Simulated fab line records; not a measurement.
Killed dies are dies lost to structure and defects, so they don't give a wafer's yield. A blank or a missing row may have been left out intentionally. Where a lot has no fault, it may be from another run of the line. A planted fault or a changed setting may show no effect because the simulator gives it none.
Matching of chambers / flow gf180mcu / GF_CONTACT_CMP_27 on cmp-01: 4 sister chambers
The step polishes, stops on SiO2, t overpolish 15 s, target thk 0 nm. 4 wafers are shown with their chamber, then 9 later ones without.

WAFERS, EACH WITH ITS CHAMBER
wafer=L574.1; chamber=0; motor-current-A (A)=10.1
wafer=L574.4; chamber=3; motor-current-A (A)=12.3
wafer=L580.1; chamber=1; motor-current-A (A)=12.2
wafer=L580.5; chamber=2; motor-current-A (A)=9.2

WAFERS MISSING THEIR CHAMBER
wafer=L588.1; motor-current-A (A)=12.6
wafer=L588.5; motor-current-A (A)=11.3
wafer=L588.6; motor-current-A (A)=10.3
wafer=L589.3; motor-current-A (A)=10.6
wafer=L589.5; motor-current-A (A)=11.2
wafer=L589.6; motor-current-A (A)=10.0
wafer=L590.3; motor-current-A (A)=11.2
wafer=L590.4; motor-current-A (A)=10.3
wafer=L590.6; motor-current-A (A)=9.6

CHAMBER TAKEN BY EACH
wafer=L588.1; from the rows above=can't be placed: 3 or 1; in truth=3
wafer=L588.5; from the rows above=can't be placed: 1 or 3 or 0 or 2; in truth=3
wafer=L588.6; from the rows above=can't be placed: 0 or 2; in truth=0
wafer=L589.3; from the rows above=can't be placed: 0 or 2 or 1 or 3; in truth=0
wafer=L589.5; from the rows above=can't be placed: 1 or 0 or 3 or 2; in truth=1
wafer=L589.6; from the rows above=can't be placed: 0 or 2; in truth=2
wafer=L590.3; from the rows above=can't be placed: 1 or 0 or 3 or 2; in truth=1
wafer=L590.4; from the rows above=can't be placed: 0 or 2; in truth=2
wafer=L590.6; from the rows above=can't be placed: 2 or 0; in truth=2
Correctly placed: 0 of 9. These rows do not allow placing 9 (true chamber among the candidates in 9). Number placed wrongly: 0.
How it was worked out, from the rows above alone: a wafer's distance from a chamber is the root of the sum, over the readings, of the square of ((its reading less the chamber's mean) divided by the reading's scatter). If the next closest chamber is less than 2 further off than the closest, the wafer can't be placed; otherwise it belongs to the closest. A chamber's mean is the mean of its shown wafers. The scatter: with one shown wafer a chamber, the root of the mean of the squares of how far each hidden wafer lies from its nearest shown one.
